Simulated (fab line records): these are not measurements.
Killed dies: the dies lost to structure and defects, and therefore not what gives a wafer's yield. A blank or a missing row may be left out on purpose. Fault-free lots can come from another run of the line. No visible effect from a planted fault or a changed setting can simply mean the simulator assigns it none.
Which tool is to blame? ; flow sky130 ; 6 lots with 18 wafers sampled at 3 steps, on a route of 708 steps

WHAT EACH GAUGE READ, for each wafer
SKY_VT_ADJUST_LVTN_TW_MEAS_21.
lot;measured;on;VT_ADJUST_LVTN_2_TW
L613;day 8 21:14;film metro-02;188.9 188.3 188.1
L615;day 9 12:10;film metro-04;188.3 187.7 188.4
L617;day 10 01:11;film metro-01;188.0 187.1 185.4
L625;day 12 08:14;film metro-04;228.6 229.9 228.6
L627;day 12 17:43;film metro-04;189.1 187.7 188.4
L630;day 13 22:19;film metro-02;187.7 189.2 188.2

WHICH TOOL RAN EACH LOT (tool, then ch and the chambers of the sampled wafers, then the start)
lot;SKY_DNWELL_STRIP_08;SKY_VT_ADJUST_LVTN_IMPLANT_19
L613;plasma asher-04 ch 0,1, day 4 01:43;implanter-02 ch 0, day 8 21:01
L615;plasma asher-04 ch 0,1, day 4 13:23;implanter-01 ch 0, day 9 11:55
L617;plasma asher-03 ch 0,1, day 4 23:35;implanter-04 ch 0, day 10 00:57
L625;plasma asher-04 ch 0,1, day 6 19:58;implanter-04 ch 0, day 12 07:40
L627;plasma asher-03 ch 0,1, day 7 05:25;implanter-01 ch 0, day 12 17:28
L630;plasma asher-04 ch 0, day 8 03:32;implanter-04 ch 0, day 13 22:05
- SKY_DNWELL_STRIP_08: strips in O2/N2.
- SKY_VT_ADJUST_LVTN_IMPLANT_19

THE ANSWER, worked out from the rows above alone
Rule: the lots themselves supply what counts as usual. The widest of any qualifying gaps counts: lots, ordered by their means at a reading, are off when they make up no more than a third of the lots, leave a main group of 4 or more, and stand apart from it by 3 or more times the standard deviation of that group's means. The tables above print the reading to a certain number of digits; a main group whose means all agree to those digits is not used. A lot without any number at a reading at which 4 lots or more have one is off too. The other lots that the step has rows for count as sound.
Off: L625, seen at SKY_VT_ADJUST_LVTN_TW_MEAS_21 (VT_ADJUST_LVTN_2_TW). For the main group the mean is 188.0 and the standard deviation 0.61.
A tool fits if, at a process step before that reading, it ran every lot that is off, and no sound lot after the first of them. The gauges at SKY_VT_ADJUST_LVTN_TW_MEAS_21 are tried like those tools. None of those tried fits.

WHAT THE SIMULATOR HAD INSERTED
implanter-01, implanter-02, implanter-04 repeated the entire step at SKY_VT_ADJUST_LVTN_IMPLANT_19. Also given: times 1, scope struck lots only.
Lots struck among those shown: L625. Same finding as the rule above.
